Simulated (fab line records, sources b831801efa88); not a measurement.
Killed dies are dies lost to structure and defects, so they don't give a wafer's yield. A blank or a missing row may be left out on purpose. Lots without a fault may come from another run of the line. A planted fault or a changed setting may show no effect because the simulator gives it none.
A struck lot beside a sound one | flow sky130 | 44 steps out of a route of 708
Sound: wafers L285.2, L285.4, L285.5. Struck: wafer L293.1. (L293.2, L293.5 of the same lot were not struck and are left out.) The cause comes at the end.
At each step with rows: each side's tool, then ch and its chambers, then its first start. Under that, the readings that differ: sound wafers | struck wafers | difference of the means | sigmas: that difference in standard deviations of wafers without a fault.
alike: readings whose means differ by less than 2 such deviations, and words and numbers that are the same on both sides. not compared: withheld readings, readings that some wafer has no value for, bounds like >300 that may hide the same value, and numbers for which the record gives no deviation and whose values overlap.
The two part at a step that has a row with sigmas, a row that says differs or no value, or rows on one side only. Numbers that don't overlap but have no deviation are shown without sigmas and don't part them. A reading that every wafer of one side lacks parts them only if that side has two wafers or more.

first, 1 step without rows for these wafers: SKY_VIA2_SPUTTER_20 (material TiN, target thk 20 nm, time 80 s).
SKY_VIA2_CVD_21: deposits W, target thk 420 nm, time 126.4 s.
  sound on cvd_w-02 ch 0, day 36 19:16; struck on cvd_w-02 ch 1, day 39 13:23
  reading            | sound       | struck | difference | sigmas
  heater_power_w (W) | 922 925 946 | 771    | -160       | -2
SKY_VIA2_RS_MEAS_22: measures by four-point-probe.
  sound on film_metro-03, day 36 19:25; struck on film_metro-04, day 39 13:31
  alike: VIA2_W_RS
SKY_VIA2_THK_MEAS_23: measures by xrf.
  sound on film_metro-03, day 36 19:31; struck on film_metro-04, day 39 13:38
  alike: VIA2_W_THK
SKY_VIA2_CMP_24: polishes, stops on SiO2, t overpolish 20 s, target thk 0 nm.
  sound on cmp-01 ch 0,1, day 36 19:39; struck on cmp-01 ch 0, day 39 13:42
  alike: motor_current_A, overpolish_run_s, time_to_endpoint_s
then, 1 step without rows for these wafers: SKY_METAL3_SPUTTER_00 (material Ti, target thk 15 nm, time 10 s).
SKY_METAL3_SPUTTER_01: material TiN, target thk 20 nm, time 16.7 s.
  sound on pvd_sputter-04, day 36 19:56; struck on pvd_sputter-01, day 39 14:01
  alike: throttle_valve_pct
then, 2 steps without rows for these wafers: SKY_METAL3_SPUTTER_02 (material AlCu, target thk 735 nm, time 39.1 s); SKY_METAL3_SPUTTER_03 (material Ti, target thk 5 nm, time 3.3 s).
SKY_METAL3_SPUTTER_04: material TiN, target thk 70 nm, time 58.3 s.
  sound on pvd_sputter-04, day 36 20:01; struck on pvd_sputter-01, day 39 14:06
  alike: throttle_valve_pct
then, 1 step without rows for these wafers: SKY_CAPM_CVD_00 (deposits SiO2, target thk 15.5 nm).
SKY_CAPM_THK_MEAS_01:
  sound on film_metro-01, day 36 20:05; struck on film_metro-03, day 39 14:10
  reading              | sound             | struck | difference | sigmas
  CAPM_CVD_00_THK (nm) | 15.75 15.42 15.70 | 14.99  | -0.63      | -2
SKY_CAPM_SPUTTER_02: material TiN, target thk 200 nm, time 166.7 s.
  sound on pvd_sputter-03, day 36 20:08; struck on pvd_sputter-03, day 39 14:14
  reading                                  | sound             | struck | difference | sigmas
  model.TiN_of_CAPM_SPUTTER_02.thk_nm (nm) | 206.6 203.9 200.6 | 169    | -35        |
  alike: throttle_valve_pct
SKY_CAPM_RS_MEAS_03: measures by four-point-probe.
  sound on film_metro-03, day 36 20:16; struck on film_metro-04, day 39 14:20
  reading              | sound          | struck | difference | sigmas
  CAPM_TIN_RS (ohm/sq) | 6.68 6.78 6.89 | 8.23   | +1.45      | +18
SKY_CAPM_THK_MEAS_04: measures by xrf.
  sound on film_metro-03, day 36 20:23; struck on film_metro-04, day 39 14:28
  reading           | sound             | struck | difference | sigmas
  CAPM_TIN_THK (nm) | 207.9 204.3 201.1 | 173.0  | -31.4      | -12
then, 7 steps without rows for these wafers: SKY_CAPM_DEHYDRATE_05 (time 60 s); SKY_CAPM_HMDS_06 (prime time 60 s); SKY_CAPM_COAT_07 (resist thk 1140 nm); SKY_CAPM_SOFTBAKE_08 (time 60 s); SKY_CAPM_EXPOSE_09 (exposes mask CAPM, target cd 1000 nm); SKY_CAPM_PEB_10; SKY_CAPM_DEVELOP_11 (develop time 60 s).
SKY_CAPM_OVL_MEAS_12:
  sound on overlay-02, day 37 21:55; struck on overlay-01, day 40 14:57
  alike: CAPM_OVL
SKY_CAPM_METAL_ETCH_13: etches TiN in Cl2/BCl3, stops on SiO2, target depth 220 nm, time 62.9 s.
  sound on rie_metal-03 ch 0, day 37 21:56; struck on rie_metal-03 ch 1, day 40 14:59
  reading                | sound                | struck | difference | sigmas
  oes_product_au (a.u.)  | 0.963 0.956 0.947    | 0.857  | -0.098     | -13
  throttle_valve_pct (%) | 21.894 21.894 21.907 | 21.957 | +0.059     | +6
  alike: bcl3_flow_sccm, drypump_motor_current_A
  not compared: rf_hours_counter_h
then, 12 steps without rows for these wafers: SKY_CAPM_STRIP_14 (strips in O2/N2); SKY_CAPM_STRIP_15 (strips in post etch residue remover, time 1200 s); SKY_CAPM_CLEAN_16 (cleans in IPA, time 180 s); SKY_CAPM_CLEAN_17 (cleans in O3/DIW); SKY_METAL3_DEHYDRATE_05 (time 60 s); SKY_METAL3_HMDS_06 (prime time 60 s); SKY_METAL3_COAT_07 (resist thk 60 nm); SKY_METAL3_COAT_08 (resist thk 1140 nm); SKY_METAL3_SOFTBAKE_09 (time 90 s); SKY_METAL3_EXPOSE_10 (exposes mask MM3, target cd 300 nm); SKY_METAL3_PEB_11; SKY_METAL3_DEVELOP_12 (develop time 60 s).
SKY_METAL3_CD_MEAS_13: target cd 300 nm.
  sound on cd_sem-02, day 38 23:56; struck on cd_sem-02, day 41 15:25
  reading    | sound             | struck | difference | sigmas
  cd_nm (nm) | 298.4 298.1 299.2 | 301.6  | +3.0       | +3
SKY_METAL3_OVL_MEAS_14:
  sound on overlay-01, day 39 00:02; struck on overlay-01, day 41 15:32
  alike: METAL3_OVL
SKY_METAL3_DESCUM_15: chemistry O2, time 8 s.
  sound on rie_metal-02 ch 0,1, day 39 00:04; struck on rie_metal-02 ch 1, day 41 15:34
  alike: drypump_motor_current_A, oes_product_au
  not compared: rf_hours_counter_h
then, 3 steps without rows for these wafers: SKY_METAL3_ETCH_16 (etches BARC in N2/H2, stops on SiO2, time 88.2 s, target depth 60 nm); SKY_METAL3_ETCH_17 (etches SiO2 in C4F8/O2/Ar, stops on TiN, time 3.9 s, target depth 15 nm); SKY_METAL3_METAL_ETCH_18 (etches the open film in Cl2/BCl3, stops on SiO2, target depth 845 nm, time 183.1 s).
SKY_METAL3_STRIP_20: strips in post etch residue remover, time 1200 s.
  sound on wet_bench-04 ch 1, day 39 00:30; struck on wet_bench-01 ch 2, day 41 15:59
  reading                                  | sound             | struck | difference | sigmas
  model.TiN_of_CAPM_SPUTTER_02.thk_nm (nm) | 205.8 203.1 199.7 | 168.2  | -34.7      |
-- the record jumps here: 7 days lie between the struck wafers' starts before and after (it left off in module METAL3 and takes up again in module PAD_OPEN, whose first step shown is number 708 of the route) --
SKY_PAD_OPEN_PROBE_99:
  sound on prober-02, day 46 03:03; struck on prober-02, day 48 08:31
  reading                              | sound                | struck | difference | sigmas
  model.etest.cap_mim.plate_ohm_sq     | 5.897 5.949 5.946    | 7.101  | +1.170     |
  model.etest.cap_mim.bv_v (V)         | 14.15 13.97 14.05    | 12.38  | -1.68      |
  model.etest.cap_mim.leak_log10_a_cm2 | -9.019 -8.901 -9.008 | -8.429 | +0.547     |
  alike: defect_limited_yield, killed_at_M0_to_M3, killed_at_M4_up, killed_at_contacts, killed_at_front_end, killed_at_other, killed_dies, killed_open, killed_short, sort_bin_3_pad_short, sort_bin_5_function, sort_bin_6_memory, sort_n_pass, sort_yield_pct

WHERE THEY PART
First at SKY_VIA2_CVD_21; last, within this record, at SKY_METAL3_CD_MEAS_13. Later steps at which nothing parts them and some readings are alike: SKY_METAL3_OVL_MEAS_14, SKY_METAL3_DESCUM_15, SKY_PAD_OPEN_PROBE_99.

WHY: what the simulator had put in
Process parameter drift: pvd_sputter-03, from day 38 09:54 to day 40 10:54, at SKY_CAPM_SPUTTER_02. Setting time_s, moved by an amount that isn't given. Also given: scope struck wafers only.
